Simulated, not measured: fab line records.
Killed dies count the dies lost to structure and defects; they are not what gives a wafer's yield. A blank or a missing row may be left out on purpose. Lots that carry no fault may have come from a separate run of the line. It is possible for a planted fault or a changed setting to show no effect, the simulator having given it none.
Matching of chambers	flow gf180mcu	GF_V3_CMP_04 on cmp-02: 4 sister chambers
The step polishes SiO2. 4 wafers are shown with their chamber, then 9 later ones without.

== WAFERS, EACH WITH ITS CHAMBER ==
wafer	chamber	motorCurrentA (A)
L388.6	0	12.0
L392.1	3	13.6
L392.2	2	14.4
L392.3	1	10.6

== WAFERS WITHOUT THEIR CHAMBER ==
wafer	motorCurrentA (A)
L395.1	11.4
L395.3	14.7
L395.4	13.8
L396.2	13.8
L396.4	13.8
L396.6	13.6
L405.3	13.7
L405.4	12.4
L405.5	11.2

== THE CHAMBER EACH PASSED THROUGH ==
wafer	from the rows above	in truth
L395.1	can't be placed: 0 or 1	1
L395.3	2	2
L395.4	can't be placed: 3 or 2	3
L396.2	can't be placed: 3 or 2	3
L396.4	can't be placed: 3 or 2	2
L396.6	3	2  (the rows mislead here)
L405.3	can't be placed: 3 or 2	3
L405.4	0	0
L405.5	can't be placed: 1 or 0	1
2 of 9 placed correctly. Can't be placed from these rows: 6 (the true chamber is among the candidates in 6). 1 placed wrongly.
How it was worked out, from the rows above alone: a wafer's distance from a chamber is the root of the sum, over the readings, of the square of ((its reading less the chamber's mean) divided by the reading's scatter). If the next closest chamber is less than 2 further off than the closest, the wafer can't be placed; otherwise it belongs to the closest. For every chamber, the mean is computed from those of its wafers that are shown. The scatter: root of mean squared gap, hidden wafer to nearest shown wafer, with one shown wafer a chamber.
